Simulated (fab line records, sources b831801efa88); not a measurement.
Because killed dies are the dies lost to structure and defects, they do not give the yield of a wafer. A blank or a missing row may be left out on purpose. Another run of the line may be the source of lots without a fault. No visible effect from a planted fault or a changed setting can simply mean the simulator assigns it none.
Which of the tools did it? -- flow gf180mcu -- 6 lots, 18 wafers sampled, at 2 steps of a route of 602

WHAT EACH GAUGE READ, for each wafer
GF_SALICIDE_THK_MEAS_05: measures by xrf.
lot,measured,on,SALICIDE_TIN_THK (nm)
L674,day 15 09:59,film_metro-04,20.43 20.39 20.86
L676,day 15 23:04,film_metro-04,20.09 20.19 20.20
L679,day 17 08:46,film_metro-03,20.42 20.08 20.16
L684,day 19 11:44,film_metro-03,19.69 19.38 19.54
L691,day 21 20:29,film_metro-04,20.10 19.70 20.00
L693,day 22 08:32,film_metro-04,19.75 20.01 19.80

EACH LOT AND THE TOOL THAT RAN IT (in order: tool; ch and the chambers of the sampled wafers; start)
lot,GF_SALICIDE_SPUTTER_03
L674,"pvd_sputter-03, day 15 09:49"
L676,"pvd_sputter-01, day 15 22:53"
L679,"pvd_sputter-01, day 17 08:37"
L684,"pvd_sputter-01, day 19 11:35"
L691,"pvd_sputter-04, day 21 20:20"
L693,"pvd_sputter-01, day 22 08:22"
- GF_SALICIDE_SPUTTER_03: material TiN, target thk 20 nm, time 16.7 s.

THE ANSWER, worked out from the rows above alone
Rule: the lots themselves supply what counts as usual. Put in order of their means at a reading, lots are off if they are a third of the lots or fewer, leave a main group of 4 or more, and stand apart from it by a gap of 3 or more times the standard deviation of the main group's means; of several such gaps the widest counts. If all means in a main group match to the digits the tables above print for the reading, that group is not used. Also off: a lot with no number at a reading for which 4 or more lots have one. The other lots that the step has rows for count as sound.
None of the lots is off at any reading shown; this tells nothing.

WHAT THE SIMULATOR HAD PUT IN
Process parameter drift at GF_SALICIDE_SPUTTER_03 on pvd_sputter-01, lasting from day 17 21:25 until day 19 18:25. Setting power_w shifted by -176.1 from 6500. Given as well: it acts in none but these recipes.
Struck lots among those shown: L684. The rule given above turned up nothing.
